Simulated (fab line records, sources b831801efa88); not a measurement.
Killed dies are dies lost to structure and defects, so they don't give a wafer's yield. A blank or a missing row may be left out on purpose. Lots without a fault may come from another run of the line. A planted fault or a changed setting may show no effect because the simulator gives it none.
Tool commonality check | flow sky130 | 12 lots, 36 wafers sampled

WHY IT WAS OPENED
At SKY_NWELL_TW_MEAS_26 the reading NWELL_2_TW is flagged on 2 of 12 lots. Wafers without a fault read 497, standard deviation 4.9.
Rule: a lot is flagged when every wafer of it that has a number lies more than 4 standard deviations from that mean, or none has a number. The other lots count as sound.

lot  | measured     | on            | NWELL_2_TW, wafer by wafer | flag
L468 | day 5 21:35  | film_metro-01 | 502 503 499                |
L469 | day 6 04:05  | film_metro-01 | 502 498 501                |
L471 | day 6 17:55  | film_metro-02 | 497 497 498                |
L472 | day 7 01:53  | film_metro-01 | 501 504 502                |
L473 | day 7 02:41  | film_metro-01 | 504 502 502                |
L474 | day 7 09:13  | film_metro-03 | 609 611 607                | FLAGGED
L475 | day 7 14:16  | film_metro-02 | 623 623 623                | FLAGGED
L482 | day 9 12:20  | film_metro-03 | 493 491 493                |
L486 | day 10 06:24 | film_metro-03 | 489 491 490                |
L487 | day 10 13:21 | film_metro-02 | 501 498 498                |
L488 | day 11 00:58 | film_metro-02 | 501 500 502                |
L489 | day 11 05:54 | film_metro-02 | 498 501 501                |
The numbers of the flagged lots are 616 on average: +119 against the usual, or +24 standard deviations.

WHICH TOOL RAN EACH LOT
The record holds 1 process step before the reading, out of a route of 708 steps. In each cell: the tool, then ch and the chambers that the sampled wafers went through, then the start.
lot  | flag    | SKY_NWELL_IMPLANT_24
L468 |         | implanter-04 ch 0, day 5 21:21
L469 |         | implanter-02 ch 0, day 6 03:51
L471 |         | implanter-04 ch 0, day 6 17:40
L472 |         | implanter-04 ch 0, day 7 01:39
L473 |         | implanter-01 ch 0, day 7 02:26
L474 | FLAGGED | implanter-01 ch 0, day 7 08:42
L475 | FLAGGED | implanter-02 ch 0, day 7 13:42
L482 |         | implanter-02 ch 0, day 9 12:05
L486 |         | implanter-02 ch 0, day 10 06:09
L487 |         | implanter-02 ch 0, day 10 13:08
L488 |         | implanter-04 ch 0, day 11 00:43
L489 |         | implanter-01 ch 0, day 11 05:41
What these steps do:
- SKY_NWELL_IMPLANT_24
- SKY_NWELL_TW_MEAS_26

FLAGGED OVER TOTAL, TOOL BY TOOL (the gauges that took the reading come last)
step                 | tool          | lots run | flagged | share of the flagged lots | sound lots run after its first flagged lot
SKY_NWELL_IMPLANT_24 | implanter-01  | 3        | 1       | some                      | 1 (L489)
SKY_NWELL_IMPLANT_24 | implanter-02  | 5        | 1       | some                      | 3 (L482,L486,L487)
SKY_NWELL_IMPLANT_24 | implanter-04  | 4        | 0       | none                      | -
SKY_NWELL_TW_MEAS_26 | film_metro-01 | 4        | 0       | none                      | -
SKY_NWELL_TW_MEAS_26 | film_metro-02 | 5        | 1       | some                      | 3 (L487,L488,L489)
SKY_NWELL_TW_MEAS_26 | film_metro-03 | 3        | 1       | some                      | 2 (L482,L486)

WHAT THE TABLE ALLOWS
No row of the table ran every flagged lot.

WHAT THE SIMULATOR HAD PUT IN
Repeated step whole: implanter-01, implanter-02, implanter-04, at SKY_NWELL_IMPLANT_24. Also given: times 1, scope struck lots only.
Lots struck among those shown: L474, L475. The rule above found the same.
